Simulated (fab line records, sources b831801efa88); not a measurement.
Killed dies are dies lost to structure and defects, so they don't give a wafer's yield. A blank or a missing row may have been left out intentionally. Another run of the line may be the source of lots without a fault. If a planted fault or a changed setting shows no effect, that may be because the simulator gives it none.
Which tool did it? | flow gf180mcu | Sampling: 10 lots, 30 wafers, 5 of 602 route steps

== WHAT EACH GAUGE READ, for each wafer ==
GF_MIM_RS_MEAS_10: measures by four-point-probe. Usual: MIM_ALCU_RS gives 0.1599 ohm/sq (standard deviation 0.002).
lot  | measured     | on           | MIM_ALCU_RS (ohm/sq)                      | flag
L850 | day 25 20:29 | filmMetro-02 | 0.1618 0.1631 0.1616                      | 
L851 | day 25 21:33 | filmMetro-04 | 0.1621 0.1598 0.1600                      | 
L852 | day 26 13:17 | filmMetro-04 | 0.1607 0.1619 0.1627                      | 
L856 | day 27 20:41 | filmMetro-04 | 0.1596 0.1591 0.1596 0.1599 0.1592 0.1599 | 
L857 | day 27 21:12 | filmMetro-02 | 0.1602 0.1579 0.1572                      | 
L865 | day 30 04:23 | filmMetro-02 | 0.1624 0.1621 0.1633                      | 
L868 | day 30 18:28 | filmMetro-02 | 0.1562 0.1575 0.1575                      | 
L869 | day 31 02:08 | filmMetro-04 | 0.1613 0.1607 0.1593                      | 
L870 | day 31 10:02 | filmMetro-04 | 0.1601 0.1619 0.1611                      | 
L872 | day 32 00:11 | filmMetro-01 | 0.1597 0.1576 0.1585                      | 

== TOOL THAT RAN EACH LOT (tool first, then ch and the chambers of the sampled wafers, then the start) ==
lot  | GF_MIM_SPUTTER_02           | GF_MIM_SPUTTER_03           | GF_MIM_SPUTTER_04           | GF_MIM_SPUTTER_07
L850 | pvdSputter-01, day 25 20:08 | pvdSputter-01, day 25 20:10 | pvdSputter-01, day 25 20:11 | pvdSputter-03, day 25 20:20
L851 | pvdSputter-01, day 25 21:16 | pvdSputter-01, day 25 21:17 | pvdSputter-01, day 25 21:19 | pvdSputter-03, day 25 21:27
L852 | pvdSputter-01, day 26 12:59 | pvdSputter-01, day 26 13:01 | pvdSputter-01, day 26 13:02 | pvdSputter-03, day 26 13:11
L856 | pvdSputter-01, day 27 20:23 | pvdSputter-01, day 27 20:25 | pvdSputter-01, day 27 20:26 | pvdSputter-03, day 27 20:35
L857 | pvdSputter-01, day 27 20:53 | pvdSputter-01, day 27 20:55 | pvdSputter-01, day 27 20:57 | pvdSputter-04, day 27 21:05
L865 | pvdSputter-01, day 30 04:02 | pvdSputter-01, day 30 04:04 | pvdSputter-01, day 30 04:05 | pvdSputter-04, day 30 04:14
L868 | pvdSputter-04, day 30 18:11 | pvdSputter-04, day 30 18:13 | pvdSputter-04, day 30 18:14 | pvdSputter-01, day 30 18:22
L869 | pvdSputter-04, day 31 01:50 | pvdSputter-04, day 31 01:52 | pvdSputter-04, day 31 01:53 | pvdSputter-03, day 31 02:02
L870 | pvdSputter-01, day 31 09:44 | pvdSputter-01, day 31 09:46 | pvdSputter-01, day 31 09:47 | pvdSputter-04, day 31 09:55
L872 | pvdSputter-03, day 31 23:51 | pvdSputter-03, day 31 23:53 | pvdSputter-03, day 31 23:54 | pvdSputter-04, day 32 00:02
- GF_MIM_SPUTTER_02: material AlCu, target thk 450 nm, time 23.9 s.
- GF_MIM_SPUTTER_03: material Ti, target thk 10 nm, time 6.7 s.
- GF_MIM_SPUTTER_04: material TiN, target thk 50 nm, time 41.7 s.
- GF_MIM_SPUTTER_07: material TiN, target thk 60 nm, time 50 s.

== AS READ BY THE TOOLS THEMSELVES (means over the sampled wafers that have a number; for cases with no such wafer, the mark the record gives instead) ==
GF_MIM_SPUTTER_02. Usual: cathodeDcPowerW 10600 W, standard deviation 1.9; throttleValvePct 29.7 %, standard deviation 1.2.
lot  | tool          | cathodeDcPowerW (W) | throttleValvePct (%) | flag
L850 | pvdSputter-01 | 10599               | 30.2                 | 
L851 | pvdSputter-01 | 10600               | 30.5                 | 
L852 | pvdSputter-01 | 10601               | 30.7                 | 
L856 | pvdSputter-01 | 10600               | 30.0                 | 
L857 | pvdSputter-01 | 10599               | 30.1                 | 
L865 | pvdSputter-01 | 10599               | 29.9                 | 
L868 | pvdSputter-04 | 10600               | 29.3                 | 
L869 | pvdSputter-04 | 10600               | 29.7                 | 
L870 | pvdSputter-01 | 10600               | 29.9                 | 
L872 | pvdSputter-03 | 10602               | 28.4                 | 

GF_MIM_SPUTTER_03. Usual: cathodeDcPowerW 3000.0 W, standard deviation 0.55; throttleValvePct 29.6 %, standard deviation 1.2.
lot  | tool          | cathodeDcPowerW (W) | throttleValvePct (%) | flag
L850 | pvdSputter-01 | 3000.0              | 30.0                 | 
L851 | pvdSputter-01 | 2999.4              | 30.7                 | 
L852 | pvdSputter-01 | 3000.0              | 30.5                 | 
L856 | pvdSputter-01 | 3000.3              | 30.1                 | 
L857 | pvdSputter-01 | 2999.9              | 29.8                 | 
L865 | pvdSputter-01 | 3000.9              | 29.9                 | 
L868 | pvdSputter-04 | 2999.9              | 29.2                 | 
L869 | pvdSputter-04 | 3000.1              | 29.8                 | 
L870 | pvdSputter-01 | 3000.2              | 29.6                 | 
L872 | pvdSputter-03 | 2999.6              | 28.3                 | 

GF_MIM_SPUTTER_04. Usual: cathodeDcPowerW 6500.1 W, standard deviation 1.1; throttleValvePct 29.7 %, standard deviation 1.2.
lot  | tool          | cathodeDcPowerW (W) | throttleValvePct (%) | flag
L850 | pvdSputter-01 | 6500.7              | 30.2                 | 
L851 | pvdSputter-01 | 6500.0              | 30.6                 | 
L852 | pvdSputter-01 | 6499.6              | 30.5                 | 
L856 | pvdSputter-01 | 6500.1              | 30.1                 | 
L857 | pvdSputter-01 | 6500.3              | 29.8                 | 
L865 | pvdSputter-01 | 6499.6              | 29.9                 | 
L868 | pvdSputter-04 | 6500.5              | 29.2                 | 
L869 | pvdSputter-04 | 6499.7              | 29.8                 | 
L870 | pvdSputter-01 | 6500.0              | 29.8                 | 
L872 | pvdSputter-03 | 6499.5              | 28.4                 | 

GF_MIM_SPUTTER_07. Usual: cathodeDcPowerW 6499.9 W, standard deviation 1.1; throttleValvePct 29.6 %, standard deviation 1.3.
lot  | tool          | cathodeDcPowerW (W) | throttleValvePct (%) | flag
L850 | pvdSputter-03 | 6500.2              | 31.0                 | 
L851 | pvdSputter-03 | 6500.4              | 29.3                 | 
L852 | pvdSputter-03 | 6499.7              | 28.7                 | 
L856 | pvdSputter-03 | 6500.1              | 29.7                 | 
L857 | pvdSputter-04 | 6500.9              | 29.4                 | 
L865 | pvdSputter-04 | 6499.7              | 29.4                 | 
L868 | pvdSputter-01 | 6499.2              | 30.2                 | 
L869 | pvdSputter-03 | 6500.4              | 30.0                 | 
L870 | pvdSputter-04 | 6499.9              | 28.6                 | 
L872 | pvdSputter-04 | 6498.6              | 29.8                 | 

== THE ANSWER, worked out from the rows above alone ==
Rule: a lot is off if the mean of its wafers that have a number lies more than 3 standard deviations from the usual mean. Also off: a lot with no number at a reading for which 4 or more lots have one. The other lots that the step has rows for count as sound. Order of review: gauges by route order, followed by the tools' own readings, for which a lot's mean as printed above is used. At the first step where some lot is off, the reading lying furthest off is the one used; lots without a number count as furthest.
No lot is off on any of the readings shown, so nothing can be concluded from this.

== WHAT THE SIMULATOR PUT IN ==
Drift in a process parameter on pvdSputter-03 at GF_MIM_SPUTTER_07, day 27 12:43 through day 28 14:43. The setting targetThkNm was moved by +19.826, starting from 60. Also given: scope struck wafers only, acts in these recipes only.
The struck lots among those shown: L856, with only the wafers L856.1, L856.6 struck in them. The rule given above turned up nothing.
